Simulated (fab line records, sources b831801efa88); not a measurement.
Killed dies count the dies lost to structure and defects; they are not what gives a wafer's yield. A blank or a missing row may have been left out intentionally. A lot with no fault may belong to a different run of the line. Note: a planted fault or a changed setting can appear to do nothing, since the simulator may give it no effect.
Lot-split experiment -- flow sfq line -- 18 wafers read across 5 lots, on a route 325 steps long

== ON THE SPLIT ==
At SFQ_TRILAYER_M4_LITHO_COAT_093 (resist thk 600 nm), the setting spin rpm was moved away from the recipe's 3000 rpm on 7 of the 18 wafers read, by -5.9% to +2.1%. All remaining wafers had this setting at the recipe value.

The reading is taken at the split's own step.

== THE READING ==
KrF_of_TRILAYER_M4_LITHO_COAT_093.thk nm (the simulator's own value, which no gauge read), in nm, at SFQ_TRILAYER_M4_LITHO_COAT_093 (resist thk 600 nm). The file does not state a usual value for it. Across the 11 wafers here that went through the recipe, the average is 598.5 nm and the standard deviation 1 nm.

wafer,"tool, chamber at the split","spin rpm as run, rpm",against the recipe,"KrF_of_TRILAYER_M4_LITHO_COAT_093.thk nm, nm",against lot-mates on the recipe
L077.1,"litho track-02, 0",3000,recipe,598.2,-
L077.2,"litho track-02, 0",2824,-5.9%,614.8,+17.0
L077.3,"litho track-02, 0",2824,-5.9%,618,+20.2
L077.4,"litho track-02, 0",2824,-5.9%,619.4,+21.6
L077.5,"litho track-02, 0",3000,recipe,597.3,-
L079.1,"litho track-03, 0",3000,recipe,600,-
L079.2,"litho track-03, 0",3000,recipe,600.2,-
L079.6,"litho track-03, 0",3000,recipe,599.4,-
L080.3,"litho track-02, 0",3000,recipe,598.1,-
L080.6,"litho track-02, 0",2902,-3.3%,607.4,+9.3
L081.2,"litho track-04, 0",3062,+2.1%,592.4,-5.4
L081.3,"litho track-04, 0",3000,recipe,598.1,-
L081.4,"litho track-04, 0",3000,recipe,597.4,-
L081.5,"litho track-04, 0",3062,+2.1%,593.8,-4.0
L081.6,"litho track-04, 0",3062,+2.1%,591.7,-6.0
L083.2,"litho track-03, 0",3000,recipe,597.5,-
L083.4,"litho track-03, 0",3000,recipe,599.5,-
L083.5,"litho track-03, 0",3000,recipe,598.2,-

THE FIT
A straight line over all 18 wafers: KrF_of_TRILAYER_M4_LITHO_COAT_093.thk nm changes by -3.12 nm for each +1% of spin rpm; r = -0.99; the points scatter about the line by 1.3 nm.
The same after taking each lot's own level away (the mean of its wafers on the recipe; 18 wafers): -3.18 nm for each +1%; r = -0.99; scatter 1.2 nm.
The reading moves by 19 nm for the largest change in spin rpm, on that fit.
The span of the lots' own levels, 597.75 to 599.87 nm, comes to 2.1 times the standard deviation stated above.
The two slopes agree, so the slope changes little with the lot-to-lot level.
Check: +19.7 nm against its lot-mates is what the line predicts for one of the wafers moved furthest among these (-5.9%) when that wafer is left out of the fit. It came out at +17 nm against them.

== OTHER SPLITS ON THESE WAFERS ==
Before the reading, these wafers also passed through other splits. Each is held against what the fit with the lots' levels taken away leaves over:
other split on the same wafers,wafers away from the commonest value,r with KrF_of_TRILAYER_M4_LITHO_COAT_093.thk nm (lot level and that fit taken away)
SFQ_TRILAYER_M4_DEP_SPUTTER_091 time s,0,-

== THE WHOLE CHAIN: every reading that the file lists as answering this split, in the file's order ==
step,what it does,reading,change (the file's fit),r (the file's)
SFQ_TRILAYER_M4_LITHO_COAT_093,resist thk 600 nm,"KrF_of_TRILAYER_M4_LITHO_COAT_093.thk nm (the simulator's own value, which no gauge read)",-3.21 nm for each +1% of the setting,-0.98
SFQ_TRILAYER_M4_ETCH_METAL_ETCH_096,"etches Nb in Cl2/Ar, stops on SiO2, target depth 240 nm, time 120 s","KrF_of_TRILAYER_M4_LITHO_COAT_093.thk nm (the simulator's own value, which no gauge read)","-2.89 nm for each +1% of the setting, in a fit together with time s@TRILAYER_M4_ETCH_METAL_ETCH_096",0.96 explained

== FILE'S OWN FIT ==
KrF_of_TRILAYER_M4_LITHO_COAT_093.thk nm changes by -3.21 nm for each +1% of spin rpm, r = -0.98.
